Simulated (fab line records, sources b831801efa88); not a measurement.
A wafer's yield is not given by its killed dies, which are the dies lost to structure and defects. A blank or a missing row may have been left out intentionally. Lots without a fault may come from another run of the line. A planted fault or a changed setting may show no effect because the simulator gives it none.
Which tool was responsible? -- flow sky130 -- 7 lots, 21 wafers sampled, at 3 steps of a route of 708

== WHAT EACH GAUGE READ, for each wafer ==
SKY_LOCAL_INTERCONNECT_CD_MEAS_11: the cd target is 170 nm.
lot,measured,on,cd nm (nm)
L643,day 31 17:57,cd sem-01,169.4 169.8 168.4
L644,day 31 23:05,cd sem-02,171.9 171.7 173.9
L650,day 33 04:47,cd sem-02,170.6 171.2 170.0
L654,day 34 14:45,cd sem-01,170.9 171.5 170.7
L659,day 36 01:25,cd sem-01,179.1 179.0 178.9
L661,day 36 17:08,cd sem-02,179.1 180.3 180.9
L664,day 37 14:52,cd sem-01,168.7 167.8 168.3

== WHAT TOOL EACH LOT RAN ON (gives the tool, then ch and the chambers of the sampled wafers, and finally the start) ==
lot,SKY_RES_XHIGH_STRIP_08,SKY_LOCAL_INTERCONNECT_EXPOSE_08
L643,"plasma asher-04 ch 0, day 28 04:02","krf scanner-02 ch 0, day 31 04:00"
L644,"plasma asher-04 ch 0,1, day 28 07:11","krf scanner-01 ch 0, day 31 09:05"
L650,"plasma asher-04 ch 0,1, day 29 14:11","krf scanner-01 ch 0, day 32 15:11"
L654,"plasma asher-04 ch 0,1, day 31 03:20","krf scanner-02 ch 0, day 34 02:10"
L659,"plasma asher-02 ch 0,1, day 32 15:10","krf scanner-02 ch 0, day 35 12:52"
L661,"plasma asher-02 ch 0,1, day 33 06:47","krf scanner-02 ch 0, day 36 03:38"
L664,"plasma asher-02 ch 1, day 34 05:38","krf scanner-01 ch 0, day 37 01:32"
- SKY_RES_XHIGH_STRIP_08: strips in O2/N2.
- SKY_LOCAL_INTERCONNECT_EXPOSE_08: exposes mask LI1M, target cd 170 nm.

== THE ANSWER, worked out from the rows above alone ==
Rule: usual is defined by the lots themselves. The widest of any qualifying gaps counts: lots, ordered by their means at a reading, are off when they make up no more than a third of the lots, leave a main group of 4 or more, and stand apart from it by 3 or more times the standard deviation of that group's means. Not used: any main group whose means are identical at the precision the tables above print for the reading. A lot without any number at a reading at which 4 lots or more have one is off too. The other lots that the step has rows for count as sound.
Off, at SKY_LOCAL_INTERCONNECT_CD_MEAS_11 on cd nm: L659, L661. For the main group the mean is 170.3 nm and the standard deviation 1.5.
A tool fits if, at a process step before that reading, it ran every lot that is off, and no sound lot after the first of them. Gauges at SKY_LOCAL_INTERCONNECT_CD_MEAS_11: tried the same way as those tools. One candidate fits, namely krf scanner-02 at SKY_LOCAL_INTERCONNECT_EXPOSE_08. A fault onset in the window from L654 (day 34 02:10, its last sound lot) to L659 (day 35 12:52, its first lot off) fits.

== WHAT THE SIMULATOR HAD INSERTED ==
Process parameter drift: krf scanner-02, from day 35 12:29 on, at SKY_LOCAL_INTERCONNECT_EXPOSE_08. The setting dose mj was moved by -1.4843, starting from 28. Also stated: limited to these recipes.
Struck lots among those shown: L659, L661. The rule given above showed the same thing.
